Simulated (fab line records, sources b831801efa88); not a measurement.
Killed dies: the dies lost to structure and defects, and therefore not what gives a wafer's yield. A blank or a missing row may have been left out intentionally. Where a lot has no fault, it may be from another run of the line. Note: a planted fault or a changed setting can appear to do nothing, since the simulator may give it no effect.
What tool caused it? | flow gf180mcu | Sampling: 14 lots, 42 wafers, 3 of 602 route steps

## WHAT THE GAUGES SHOWED, per wafer
GF_VT_IMPLANT_TW_MEAS_10. Usual: VT_IMPLANT_TW 568, standard deviation 9.2.
lot  | measured     | on            | VT_IMPLANT_TW | flag
L160 | day 5 20:07  | film-metro-02 | 565 563 560   |
L161 | day 6 02:17  | film-metro-02 | 560 561 560   |
L162 | day 6 06:38  | film-metro-02 | 563 563 566   |
L163 | day 6 15:32  | film-metro-03 | 559 559 562   |
L165 | day 7 02:17  | film-metro-01 | 585 583 586   |
L166 | day 7 11:38  | film-metro-01 | 583 584 585   |
L167 | day 7 14:31  | film-metro-03 | 558 558 558   |
L168 | day 7 22:05  | film-metro-03 | 557 557 558   |
L169 | day 8 03:24  | film-metro-03 | 559 558 558   |
L170 | day 8 09:11  | film-metro-02 | 561 561 561   |
L173 | day 9 09:29  | film-metro-01 | 574 576 576   |
L174 | day 9 20:49  | film-metro-01 | 577 577 576   |
L182 | day 11 12:11 | film-metro-03 | 567 565 563   |
L181 | day 11 14:04 | film-metro-02 | 566 565 567   |

GF_CONTACT_CD_MEAS_14 targets a cd of 220 nm. Usual: cd-nm reads 220.1 nm (standard deviation 1.4).
lot  | measured     | on        | cd-nm (nm)        | flag
L160 | day 16 03:43 | cd-sem-02 | 218.7 218.3 218.9 |
L161 | day 16 16:14 | cd-sem-01 | 220.5 219.6 218.9 |
L162 | day 16 21:29 | cd-sem-01 | 219.5 217.8 217.9 |
L163 | day 17 07:10 | cd-sem-02 | 219.8 219.5 219.8 |
L165 | day 18 09:25 | cd-sem-01 | 218.8 218.6 218.6 |
L166 | day 18 22:11 | cd-sem-02 | 220.9 220.5 220.5 |
L167 | day 19 04:20 | cd-sem-01 | 221.8 221.5 222.5 |
L168 | day 19 14:52 | cd-sem-01 | 219.4 219.3 218.1 |
L169 | day 19 22:08 | cd-sem-02 | 219.7 219.9 221.5 |
L170 | day 20 08:57 | cd-sem-02 | 219.0 218.7       |
L173 | day 21 16:41 | cd-sem-01 | 220.9 220.1 219.5 |
L174 | day 22 01:29 | cd-sem-01 | 221.4 219.7       |
L182 | day 24 02:21 | cd-sem-02 | 221.1 221.1 220.4 |
L181 | day 24 06:20 | cd-sem-02 | 220.4 221.1 221.2 |

## WHICH TOOL RAN EACH LOT (tool, then ch and the chambers of the sampled wafers, then the start)
lot  | GF_HV_LDD_ETCHBACK_58
L160 | rie-diel-03 ch 0,1,2, day 12 14:28
L161 | rie-diel-04 ch 2,3, day 13 01:31
L162 | rie-diel-04 ch 2,3, day 13 05:29
L163 | rie-diel-01 ch 0,2, day 13 14:52
L165 | rie-diel-01 ch 1,2,3, day 14 14:25
L166 | rie-diel-04 ch 0,2, day 15 01:16
L167 | rie-diel-04 ch 1,2, day 15 07:03
L168 | rie-diel-01 ch 0,3, day 15 14:52
L169 | rie-diel-01 ch 0,1, day 15 22:16
L170 | rie-diel-01 ch 1,2,3, day 16 09:13
L173 | rie-diel-04 ch 1,2,3, day 17 15:44
L174 | rie-diel-01 ch 0,1,3, day 18 00:16
L182 | rie-diel-01 ch 0,2,3, day 20 02:42
L181 | rie-diel-01 ch 1,2,3, day 20 06:40
- GF_HV_LDD_ETCHBACK_58: etches Si3N4 in CH3F/O2, stops on SiO2, time 100 s, target depth 90 nm.

## AS READ BY THE TOOLS THEMSELVES (means over the sampled wafers that have a number; for cases with no such wafer, the mark the record gives instead)
GF_HV_LDD_ETCHBACK_58. Usual: drypump-motor-current-A 5.7 A, standard deviation 0.54; oes-product-au 0.843 a.u., standard deviation 0.0069; run-length-s 128.5 s, standard deviation 0.55; throttle-valve-pct 10.560 %, standard deviation 0.0087.
lot  | tool        | drypump-motor-current-A (A) | oes-product-au (a.u.) | run-length-s (s) | throttle-valve-pct (%) | flag
L160 | rie-diel-03 | 5.4                         | 0.849                 | 128.7            | 10.565                 |
L161 | rie-diel-04 | 5.8                         | 0.840                 | 129.0            | 10.552                 |
L162 | rie-diel-04 | 5.8                         | 0.841                 | 128.9            | 10.556                 |
L163 | rie-diel-01 | 5.2                         | 0.838                 | 128.6            | 10.560                 |
L165 | rie-diel-01 | 6.0                         | 0.843                 | 128.5            | 10.565                 |
L166 | rie-diel-04 | 6.0                         | 0.834                 | 128.2            | 10.566                 |
L167 | rie-diel-04 | 6.2                         | 0.838                 | 128.8            | 10.557                 |
L168 | rie-diel-01 | 5.1                         | 0.840                 | 128.6            | 10.553                 |
L169 | rie-diel-01 | 6.0                         | 0.850                 | 129.1            | 10.558                 |
L170 | rie-diel-01 | 6.0                         | 0.903                 | 113.0            | 10.568                 | OFF
L173 | rie-diel-04 | 5.7                         | 0.842                 | 128.6            | 10.571                 |
L174 | rie-diel-01 | 5.7                         | 0.886                 | 113.4            | 10.564                 | OFF
L182 | rie-diel-01 | 5.4                         | 0.849                 | 128.2            | 10.566                 |
L181 | rie-diel-01 | 5.9                         | 0.848                 | 128.4            | 10.555                 |

## THE ANSWER, worked out from the rows above alone
Rule: a lot is off if the mean of its wafers that have a number lies more than 3 standard deviations from the usual mean. Also off: a lot with no number at a reading for which 4 or more lots have one. Where the step has rows for the other lots, those lots are counted as sound. First the gauges in route order, then the tools' own readings, where a lot's mean is used as printed above. The first step at which some lot is off is used, and at that step the reading that is off furthest; a lot without a number counts as furthest.
Off: L170, L174 (GF_HV_LDD_ETCHBACK_58, run-length-s).
A tool fits if, at that step or a process step before it, it ran every lot that is off, and no sound lot after the first of them. Not one of the candidates tried fits.

## WHAT THE SIMULATOR PUT IN
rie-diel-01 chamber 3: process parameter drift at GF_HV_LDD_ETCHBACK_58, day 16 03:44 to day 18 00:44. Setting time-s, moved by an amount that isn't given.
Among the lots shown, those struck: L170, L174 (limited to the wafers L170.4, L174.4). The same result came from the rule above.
